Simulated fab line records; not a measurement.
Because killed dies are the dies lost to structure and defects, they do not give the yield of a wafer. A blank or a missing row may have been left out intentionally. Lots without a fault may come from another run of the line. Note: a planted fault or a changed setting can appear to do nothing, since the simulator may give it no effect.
What tool caused it? | flow gf180mcu | 11 lots, 33 wafers sampled, at 5 steps of a route of 602

WHAT THE GAUGES READ, wafer by wafer
GF_V4_CD_MEAS_14: target cd 260 nm. Usual: cdNm reads 260.3 nm (standard deviation 1.4).
lot  | measured     | on       | cdNm (nm)         | flag
L993 | day 24 15:26 | cdSem-02 | 260.1 260.7 260.2 | 
L994 | day 24 17:54 | cdSem-02 | 260.9 259.8 259.2 | 
L995 | day 25 05:45 | cdSem-01 | 260.4 259.1 258.4 | 
L997 | day 25 17:37 | cdSem-02 | 258.3 258.4 257.3 | 
L102 | day 27 13:31 | cdSem-02 | 260.4 259.9 260.4 | 
L103 | day 27 19:31 | cdSem-02 | 261.5 260.6 261.2 | 
L104 | day 28 05:36 | cdSem-01 | 258.5 259.6 258.4 | 
L108 | day 29 09:26 | cdSem-01 | 263.7 263.2 262.0 | 
L112 | day 30 06:57 | cdSem-01 | 263.1 263.0 264.2 | 
L114 | day 30 20:51 | cdSem-02 | 260.5 260.1 260.3 | 
L116 | day 31 08:12 | cdSem-02 | 260.8 259.9 260.7 | 

GF_V4_RS_MEAS_24: the measuring method here is four-point-probe. Usual: V4_W_RS typically reads 0.3309 ohm/sq, with standard deviation 0.0028.
lot  | measured     | on           | V4_W_RS (ohm/sq)     | flag
L993 | day 24 16:30 | filmMetro-01 | 0.3288 0.3333 0.3293 | 
L994 | day 24 18:58 | filmMetro-01 | 0.3273 0.3289 0.3269 | 
L995 | day 25 06:48 | filmMetro-02 | 0.3324 0.3330 0.3348 | 
L997 | day 25 18:39 | filmMetro-02 | 0.3279 0.3296 0.3277 | 
L102 | day 27 14:41 | filmMetro-01 | 0.9193 0.3295 0.3344 | OFF
L103 | day 27 20:35 | filmMetro-01 | 0.3313 0.3340 0.3346 | 
L104 | day 28 06:38 | filmMetro-02 | 0.8786 0.3284 0.9040 | OFF
L108 | day 29 10:28 | filmMetro-03 | 0.3318 0.3324 0.3339 | 
L112 | day 30 07:59 | filmMetro-03 | 0.3323 0.3287 0.3322 | 
L114 | day 30 21:53 | filmMetro-01 | 0.3289 0.3312 0.3310 | 
L116 | day 31 09:14 | filmMetro-03 | 0.3307 0.3328 0.3256 | 

GF_V4_THK_MEAS_25: measures by xrf. Usual: V4_W_THK typically reads 350 nm, with standard deviation 4.
lot  | measured     | on           | V4_W_THK (nm) | flag
L993 | day 24 16:36 | filmMetro-01 | 354 349 354   | 
L994 | day 24 19:05 | filmMetro-01 | 358 354 357   | 
L995 | day 25 06:55 | filmMetro-02 | 347 345 345   | 
L997 | day 25 18:46 | filmMetro-02 | 352 352 352   | 
L102 | day 27 14:48 | filmMetro-01 | 128 352 346   | OFF
L103 | day 27 20:40 | filmMetro-01 | 349 348 345   | 
L104 | day 28 06:46 | filmMetro-02 | 133 354 130   | OFF
L108 | day 29 10:34 | filmMetro-03 | 347 347 347   | 
L112 | day 30 08:06 | filmMetro-03 | 344 348 344   | 
L114 | day 30 22:00 | filmMetro-01 | 356 352 351   | 
L116 | day 31 09:21 | filmMetro-03 | 351 349 358   | 

WHICH TOOL RAN EACH LOT (tool, then ch and the chambers of the sampled wafers, then the start)
lot  | GF_V4_SPUTTER_21            | GF_V4_CVD_23
L993 | pvdSputter-04, day 24 16:15 | cvdW-01 ch 0,1, day 24 16:23
L994 | pvdSputter-03, day 24 18:45 | cvdW-02 ch 0,1, day 24 18:51
L995 | pvdSputter-04, day 25 06:35 | cvdW-02 ch 0,1, day 25 06:41
L997 | pvdSputter-01, day 25 18:25 | cvdW-02 ch 0,1, day 25 18:31
L102 | pvdSputter-01, day 27 14:28 | cvdW-01 ch 0,1, day 27 14:34
L103 | pvdSputter-01, day 27 20:19 | cvdW-02 ch 0,1, day 27 20:26
L104 | pvdSputter-04, day 28 06:26 | cvdW-01 ch 0,1, day 28 06:32
L108 | pvdSputter-04, day 29 10:13 | cvdW-02 ch 0,1, day 29 10:21
L112 | pvdSputter-01, day 30 07:46 | cvdW-02 ch 0,1, day 30 07:52
L114 | pvdSputter-04, day 30 21:40 | cvdW-02 ch 0,1, day 30 21:46
L116 | pvdSputter-01, day 31 09:01 | cvdW-01 ch 0,1, day 31 09:07
- GF_V4_SPUTTER_21: material Ti, target thk 15 nm, time 80.02 s.
- GF_V4_CVD_23: deposits W, target thk 350 nm, time 104.9 s.

AS READ BY THE TOOLS THEMSELVES (means over the sampled wafers that have a number; for cases with no such wafer, the mark the record gives instead)
GF_V4_SPUTTER_21. Usual: throttleValvePct reads 29.7 % (standard deviation 1.1).
lot  | tool          | throttleValvePct (%) | flag
L993 | pvdSputter-04 | 28.8                 | 
L994 | pvdSputter-03 | 30.1                 | 
L995 | pvdSputter-04 | 28.7                 | 
L997 | pvdSputter-01 | 30.0                 | 
L102 | pvdSputter-01 | 31.1                 | 
L103 | pvdSputter-01 | 30.3                 | 
L104 | pvdSputter-04 | 29.1                 | 
L108 | pvdSputter-04 | 29.1                 | 
L112 | pvdSputter-01 | 30.4                 | 
L114 | pvdSputter-04 | 28.4                 | 
L116 | pvdSputter-01 | 30.2                 | 

GF_V4_CVD_23. Usual: heaterPowerW reads 884 W (standard deviation 150).
lot  | tool    | heaterPowerW (W) | flag
L993 | cvdW-01 | 816              | 
L994 | cvdW-02 | 844              | 
L995 | cvdW-02 | 841              | 
L997 | cvdW-02 | 929              | 
L102 | cvdW-01 | 892              | 
L103 | cvdW-02 | 831              | 
L104 | cvdW-01 | 839              | 
L108 | cvdW-02 | 955              | 
L112 | cvdW-02 | 847              | 
L114 | cvdW-02 | 955              | 
L116 | cvdW-01 | 839              | 

THE ANSWER, worked out from the rows above alone
Rule: take the mean of a lot's wafers that have a number; if it is more than 3 standard deviations from the usual mean, the lot is off. A lot without any number at a reading at which 4 lots or more have one is off too. Where the step has rows for the other lots, those lots are counted as sound. Order of review: gauges by route order, followed by the tools' own readings, for which a lot's mean as printed above is used. At the first step where some lot is off, the reading lying furthest off is the one used; lots without a number count as furthest.
Off: at GF_V4_RS_MEAS_24 (V4_W_RS), L102, L104.
If a tool, at a process step before that reading, ran all the lots that are off and no sound lot after the first of them, it fits. Those tools and the gauges at GF_V4_RS_MEAS_24 are tried in the same way. Not one of the candidates tried fits.

WHAT WAS PUT IN BY THE SIMULATOR
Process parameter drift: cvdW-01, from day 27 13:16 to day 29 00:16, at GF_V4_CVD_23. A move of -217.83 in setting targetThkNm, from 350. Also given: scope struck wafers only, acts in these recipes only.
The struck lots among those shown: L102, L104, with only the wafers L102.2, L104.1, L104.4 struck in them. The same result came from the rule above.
